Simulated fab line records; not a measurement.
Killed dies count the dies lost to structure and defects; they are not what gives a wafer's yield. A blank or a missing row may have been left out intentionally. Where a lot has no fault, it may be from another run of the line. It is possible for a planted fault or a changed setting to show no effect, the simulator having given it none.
Chamber matching    flow sky130    hdpcvd-02 running SKY_VIA3_HDPCVD_00: 3 sister chambers
The step deposits SiO2, target thk 1635 nm, time 272.5 s. 16 wafers are shown with their chamber, then 8 later ones without.

## WAFERS PAIRED WITH THEIR CHAMBERS
wafer   chamber  sih4-flow-sccm (sccm)
L719.2  1        59.94
L719.3  0        59.74
L719.6  1        60.08
L720.1  1        59.75
L720.3  0        60.12
L720.6  0        59.97
L723.2  0        59.96
L723.3  2        59.80
L723.6  1        59.87
L731.1  0        59.97
L731.3  1        59.75
L731.6  1        59.97
L733.1  2        60.30
L733.3  0        60.12
L733.6  2        60.26
L735.2  0        59.86

SIGNATURES, as means of the wafers listed above
reading         chamber 0  chamber 1  chamber 2  scatter within a chamber
sih4-flow-sccm  59.9629    59.8933    60.1200    0.164
Rule: distance of a wafer from a chamber = root of the sum over the readings of ((wafer's reading minus chamber's mean) / reading's scatter) squared. If the next closest chamber is less than 2 further off than the closest, the wafer can't be placed; otherwise it belongs to the closest. The scatter is the square root of a quotient: the sum, over the shown wafers, of each reading's squared deviation from its chamber's mean, divided by wafers minus chambers.

## WAFERS WITH NO CHAMBER GIVEN
wafer   sih4-flow-sccm (sccm)
L735.4  60.24
L735.6  59.85
L737.1  59.82
L737.2  59.85
L737.6  59.95
L741.4  59.95
L741.5  60.09
L741.6  59.61

## WHICH CHAMBER EACH WENT THROUGH
wafer   from the rows above           in truth
L735.4  can't be placed: 2 or 0 or 1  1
L735.6  can't be placed: 1 or 0 or 2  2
L737.1  can't be placed: 1 or 0 or 2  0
L737.2  can't be placed: 1 or 0 or 2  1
L737.6  can't be placed: 0 or 1 or 2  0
L741.4  can't be placed: 0 or 1 or 2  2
L741.5  can't be placed: 2 or 0 or 1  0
L741.6  can't be placed: 1 or 0 or 2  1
Placed correctly: 0 of 8. Cannot be placed on the basis of these rows: 8; the candidates contain the true chamber in 8. Placed wrongly: 0.
